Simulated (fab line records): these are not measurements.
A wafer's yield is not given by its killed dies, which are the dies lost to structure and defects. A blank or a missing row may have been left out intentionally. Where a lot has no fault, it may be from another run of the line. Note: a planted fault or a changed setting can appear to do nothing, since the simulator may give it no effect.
What tool caused it? :: flow gf180mcu :: Sampling: 14 lots, 42 wafers, 3 of 602 route steps

## WHAT THE GAUGES READ, wafer by wafer
GF_V5_THK_MEAS_01.
lot: L962
measured: day 26 17:13
on: film-metro-01
V5_CVD_00_THK (nm): 302.6 301.5 304.9

lot: L964
measured: day 27 01:14
on: film-metro-03
V5_CVD_00_THK (nm): 298.7 298.1 295.7

lot: L967
measured: day 28 18:11
on: film-metro-02
V5_CVD_00_THK (nm): 301.0 303.2 301.7

lot: L968
measured: day 28 22:23
on: film-metro-02
V5_CVD_00_THK (nm): 298.6 298.9 301.3

lot: L969
measured: day 29 03:52
on: film-metro-03
V5_CVD_00_THK (nm): 303.3 302.1 306.0

lot: L970
measured: day 29 06:44
on: film-metro-02
V5_CVD_00_THK (nm): 300.7 299.7 299.3

lot: L971
measured: day 29 19:31
on: film-metro-02
V5_CVD_00_THK (nm): 295.2 296.4 297.0

lot: L972
measured: day 29 21:16
on: film-metro-01
V5_CVD_00_THK (nm): 298.2 300.9 301.8

lot: L974
measured: day 30 07:34
on: film-metro-02
V5_CVD_00_THK (nm): 305.3 302.3 303.4

lot: L981
measured: day 32 07:49
on: film-metro-02
V5_CVD_00_THK (nm): 300.7 300.3 299.8

lot: L982
measured: day 32 08:53
on: film-metro-02
V5_CVD_00_THK (nm): 300.8 297.6 304.7

lot: L983
measured: day 32 13:19
on: film-metro-02
V5_CVD_00_THK (nm): 297.6 298.8 298.8

lot: L984
measured: day 32 19:13
on: film-metro-02
V5_CVD_00_THK (nm): 300.3 302.0 299.3

lot: L985
measured: day 33 01:50
on: film-metro-01
V5_CVD_00_THK (nm): 304.7 301.4 302.7

GF_V5_CD_MEAS_14 targets a cd of 260 nm.
lot: L962
measured: day 27 14:07
on: cd-sem-01
cd-nm (nm): 257.3 257.8 257.8

lot: L964
measured: day 27 22:55
on: cd-sem-01
cd-nm (nm): 261.4 261.6 261.7

lot: L967
measured: day 29 14:08
on: cd-sem-02
cd-nm (nm): 258.9 258.4 259.1

lot: L968
measured: day 29 18:12
on: cd-sem-02
cd-nm (nm): 258.2 260.6 259.5

lot: L969
measured: day 29 23:19
on: cd-sem-01
cd-nm (nm): 260.9 261.3 261.5

lot: L970
measured: day 30 02:28
on: cd-sem-01
cd-nm (nm): 259.1 261.3 260.6

lot: L971
measured: day 30 14:28
on: cd-sem-02
cd-nm (nm): 258.5 258.3 259.3

lot: L972
measured: day 30 16:11
on: cd-sem-01
cd-nm (nm): 261.7 260.6 261.4

lot: L974
measured: day 31 02:02
on: cd-sem-01
cd-nm (nm): 261.3 262.0 261.0

lot: L981
measured: day 33 01:13
on: cd-sem-01
cd-nm (nm): 257.8 258.8 259.1

lot: L982
measured: day 33 02:07
on: cd-sem-01
cd-nm (nm): 258.2 257.8 257.5

lot: L983
measured: day 33 05:56
on: cd-sem-02
cd-nm (nm): 261.6 260.5 260.9

lot: L984
measured: day 33 11:37
on: cd-sem-02
cd-nm (nm): 262.3 260.7 261.7

lot: L985
measured: day 33 17:31
on: cd-sem-01
cd-nm (nm): 261.0 261.8 260.8

## EACH LOT AND THE TOOL THAT RAN IT (in order: tool; ch and the chambers of the sampled wafers; start)
lot: L962
GF_SALICIDE_SPUTTER_02: pvd-sputter-02, day 15 07:30

lot: L964
GF_SALICIDE_SPUTTER_02: pvd-sputter-02, day 15 21:25

lot: L967
GF_SALICIDE_SPUTTER_02: pvd-sputter-04, day 17 17:43

lot: L968
GF_SALICIDE_SPUTTER_02: pvd-sputter-01, day 17 21:16

lot: L969
GF_SALICIDE_SPUTTER_02: pvd-sputter-02, day 18 03:52

lot: L970
GF_SALICIDE_SPUTTER_02: pvd-sputter-02, day 18 09:07

lot: L971
GF_SALICIDE_SPUTTER_02: pvd-sputter-02, day 19 01:49

lot: L972
GF_SALICIDE_SPUTTER_02: pvd-sputter-01, day 19 04:25

lot: L974
GF_SALICIDE_SPUTTER_02: pvd-sputter-02, day 19 16:30

lot: L981
GF_SALICIDE_SPUTTER_02: pvd-sputter-01, day 22 07:35

lot: L982
GF_SALICIDE_SPUTTER_02: pvd-sputter-04, day 22 11:13

lot: L983
GF_SALICIDE_SPUTTER_02: pvd-sputter-02, day 22 17:22

lot: L984
GF_SALICIDE_SPUTTER_02: pvd-sputter-04, day 23 02:21

lot: L985
GF_SALICIDE_SPUTTER_02: pvd-sputter-02, day 23 09:37
- GF_SALICIDE_SPUTTER_02: material Co, target thk 10 nm, time 20 s.

## WHAT THE TOOLS THEMSELVES READ (means of the sampled wafers that have a number; where no wafer has one, the mark that the record gives instead)
GF_SALICIDE_SPUTTER_02.
lot: L962
tool: pvd-sputter-02
throttle-valve-pct (%): 29.3

lot: L964
tool: pvd-sputter-02
throttle-valve-pct (%): 31.0

lot: L967
tool: pvd-sputter-04
throttle-valve-pct (%): 30.0

lot: L968
tool: pvd-sputter-01
throttle-valve-pct (%): 29.7

lot: L969
tool: pvd-sputter-02
throttle-valve-pct (%): 30.2

lot: L970
tool: pvd-sputter-02
throttle-valve-pct (%): 30.0

lot: L971
tool: pvd-sputter-02
throttle-valve-pct (%): 29.3

lot: L972
tool: pvd-sputter-01
throttle-valve-pct (%): 28.7

lot: L974
tool: pvd-sputter-02
throttle-valve-pct (%): 29.1

lot: L981
tool: pvd-sputter-01
throttle-valve-pct (%): 29.1

lot: L982
tool: pvd-sputter-04
throttle-valve-pct (%): 29.8

lot: L983
tool: pvd-sputter-02
throttle-valve-pct (%): 28.9

lot: L984
tool: pvd-sputter-04
throttle-valve-pct (%): 29.5

lot: L985
tool: pvd-sputter-02
throttle-valve-pct (%): 30.3

## THE ANSWER, worked out from the rows above alone
Rule: the usual values come from the lots themselves. The widest of any qualifying gaps counts: lots, ordered by their means at a reading, are off when they make up no more than a third of the lots, leave a main group of 4 or more, and stand apart from it by 3 or more times the standard deviation of that group's means. The tables above print the reading to a certain number of digits; a main group whose means all agree to those digits is not used. A lot without any number at a reading at which 4 lots or more have one is off too. The other lots that the step has rows for count as sound. After the gauges, taken in route order, come the tools' own readings; for these a lot's mean is taken, as printed above. The first step at which some lot is off is used, and at that step the reading that is off furthest; a lot without a number counts as furthest.
Nothing can be told from this: no lot is off at any reading shown.

## WHAT THE SIMULATOR HAD INSERTED
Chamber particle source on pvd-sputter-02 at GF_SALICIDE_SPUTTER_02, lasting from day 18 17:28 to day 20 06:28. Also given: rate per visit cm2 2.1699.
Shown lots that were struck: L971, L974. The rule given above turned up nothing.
